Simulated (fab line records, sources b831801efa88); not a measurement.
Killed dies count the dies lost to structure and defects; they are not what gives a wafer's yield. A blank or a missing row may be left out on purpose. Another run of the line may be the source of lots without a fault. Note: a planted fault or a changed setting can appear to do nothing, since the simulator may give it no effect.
Struck lot and sound lot, side by side | flow sky130 | 17 out of 708 route steps
Sound: wafers L192.3, L192.5, L192.6. Wafers struck: L193.1, L193.2, L193.3. The cause is given at the end.
At each step with rows: each side's tool, then ch and its chambers, then its first start. Under that, the readings that differ: sound wafers | struck wafers | difference of the means | sigmas: that difference in standard deviations of wafers without a fault.
alike: readings with means less than 2 such deviations apart, plus words and numbers identical on both sides. not compared: withheld readings, readings lacking a value on some wafer, bounds such as >300 that could conceal the same value, and numbers that have no deviation in the record and whose values overlap.
Wherever a step has rows on one side only, a row that says differs or no value, or a row with sigmas, the two part there. Numbers that don't overlap but have no deviation are shown without sigmas and don't part them. A reading missing from all wafers of one side parts the sides only when that side holds two or more wafers.

first, 2 steps without rows for these wafers: SKY_NWELL_IMPLANT_12; SKY_NWELL_IMPLANT_13.
SKY_NWELL_STRIP_14: strips in O2/N2.
  sound on plasma asher-04 ch 0,1, day 6 21:40; struck on plasma asher-02 ch 0,1, day 6 21:59
  alike: drypump motor current A, oes product au, strip time to endpoint s
  not compared: rf hours counter h
SKY_NWELL_TW_MEAS_15:
  struck on film metro-01, day 6 22:05; sound on film metro-04, day 6 21:45
  reading  | sound          | struck         | difference | sigmas
  NWELL_TW | 1851 1849 1847 | 1795 1785 1791 | -59        | -3
then, 7 steps without rows for these wafers: SKY_NWELL_DEHYDRATE_16 (time 60 s); SKY_NWELL_HMDS_17 (prime time 60 s); SKY_NWELL_COAT_18 (resist thk 3000 nm); SKY_NWELL_SOFTBAKE_19; SKY_NWELL_EXPOSE_20 (exposes mask NWM COMPLEMENT, target cd 840 nm); SKY_NWELL_PEB_21; SKY_NWELL_DEVELOP_22 (develop time 60 s).
SKY_NWELL_OVL_MEAS_23:
  struck on overlay-01, day 7 17:41; sound on overlay-02, day 7 17:29
  reading           | sound       | struck         | difference | sigmas
  NWELL_01_OVL (nm) | 0.8 2.2 2.7 | -1.6 -0.5 -0.1 | -2.6       | -2
SKY_NWELL_IMPLANT_24:
  sound on implanter-01 ch 0, day 7 17:34; struck on implanter-04 ch 0, day 7 18:02
SKY_NWELL_STRIP_25: strips in O2/N2.
  sound on plasma asher-03 ch 0,1, day 7 17:42; struck on plasma asher-04 ch 0,1, day 7 18:11
  reading                     | sound       | struck      | difference | sigmas
  drypump motor current A (A) | 6.0 5.9 6.0 | 5.0 5.3 5.3 | -0.8       | -2
  alike: oes product au, strip time to endpoint s
  not compared: rf hours counter h
SKY_NWELL_TW_MEAS_26:
  struck on film metro-04, day 7 18:17; sound on film metro-04, day 7 17:47
  reading    | sound       | struck      | difference | sigmas
  NWELL_2_TW | 501 502 500 | 626 625 620 | +123       | +22
then, 1 step without rows for these wafers: SKY_NWELL_CLEAN_27 (cleans in SC1/SC2, time 150 s).
-- the record jumps here: 41 days lie between the struck wafers' starts before and after (it left off in module NWELL and takes up again in module PAD_OPEN, whose first step shown is number 708 of the route) --
SKY_PAD_OPEN_PROBE_99:
  struck on prober-02, day 48 08:19; sound on prober-01, day 48 08:46
  reading                                    | sound                         | struck                        | difference | sigmas
  model.etest.pfet_16v.r on ohm um           | 1.476e+04 1.468e+04 1.467e+04 | 1.155e+04 1.146e+04 1.132e+04 | -3.260e+03 |
  model.etest.res iso pwell.rs ohm sq        | 2873 2937 2875                | 2059 2001 1947                | -893       |
  model.etest.res pwell under gate.rs ohm sq | 2270 2269 2280                | 1457 1464 1458                | -813       |
  model.etest.nfet_16v.r on ohm um           | 1.374e+04 1.379e+04 1.38e+04  | 1.459e+04 1.456e+04 1.457e+04 | +7.967e+02 |
  model.etest.res iso pwell.line ohm um      | 1088 1118 1094                | 765.4 756.7 718.8             | -353.0     |
  model.etest.tip_n_5v.rs ohm sq             | 1382 1389 1397                | 1526 1519 1530                | +136       |
  model.etest.res nwell.width nm (nm)        | 821.2 819.8 822.3             | 804.8 794.1 793.1             | -23.8      |
  alike: killed_at_M0_to_M3, killed_at_M4_up, killed at contacts, killed at front end, killed at other, killed dies, killed open, killed short
  not compared: model.etest.res nwell.line ohm um

== WHERE THEY PART ==
Earliest at SKY_NWELL_TW_MEAS_15; latest, in this record, at SKY_NWELL_TW_MEAS_26. Later steps at which nothing parts them and some readings are alike: SKY_PAD_OPEN_PROBE_99.

WHY: what had been put in by the simulator
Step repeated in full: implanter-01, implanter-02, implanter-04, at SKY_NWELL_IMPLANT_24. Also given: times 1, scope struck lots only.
